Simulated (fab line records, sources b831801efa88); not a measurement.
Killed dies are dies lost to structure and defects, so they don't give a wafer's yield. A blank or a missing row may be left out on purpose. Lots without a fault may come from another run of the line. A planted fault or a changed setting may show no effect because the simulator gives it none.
Which tool did it? | flow sky130 | 11 lots, 33 wafers sampled, at 1 step of a route of 708

WHAT THE GAUGES READ, wafer by wafer
SKY_FIELD_ISO_THK_MEAS_02.
lot  | measured    | on            | FIELD_ISO_OXIDATION_00_THK (nm)
L333 | day 1 12:25 | film_metro-02 | 11.92 11.75 11.89
L335 | day 1 22:04 | film_metro-02 | 11.77 11.97 11.69
L336 | day 2 02:38 | film_metro-04 | 11.77 11.71 12.02
L337 | day 2 08:32 | film_metro-04 | 11.79 11.53 11.72
L338 | day 2 12:58 | film_metro-01 | 12.19 12.07 11.95
L339 | day 2 17:38 | film_metro-04 | 12.02 11.61 12.20
L340 | day 2 23:20 | film_metro-02 | 12.01 11.76 11.82
L348 | day 4 16:47 | film_metro-02 | 12.08 12.00 11.96
L349 | day 4 21:10 | film_metro-04 | 12.01 12.04 11.99
L350 | day 5 00:40 | film_metro-04 | 11.62 11.91 11.93
L352 | day 5 10:38 | film_metro-04 | 11.96 12.01 11.86

WHICH TOOL RAN EACH LOT (tool, then ch and the chambers of the sampled wafers, then the start)
The record holds no process step before these readings.

THE ANSWER, worked out from the rows above alone
Rule: what is usual is taken from the lots themselves. Put in order of their means at a reading, lots are off if they are a third of the lots or fewer, leave a main group of 4 or more, and stand apart from it by a gap of 3 or more times the standard deviation of the main group's means; of several such gaps the widest counts. A main group whose means are all the same, to the digits that the tables above print for the reading, isn't used. A lot without any number at a reading at which 4 lots or more have one is off too. The other lots that the step has rows for count as sound.
No lot is off at any reading shown: from this, nothing can be told.

WHAT THE SIMULATOR HAD PUT IN
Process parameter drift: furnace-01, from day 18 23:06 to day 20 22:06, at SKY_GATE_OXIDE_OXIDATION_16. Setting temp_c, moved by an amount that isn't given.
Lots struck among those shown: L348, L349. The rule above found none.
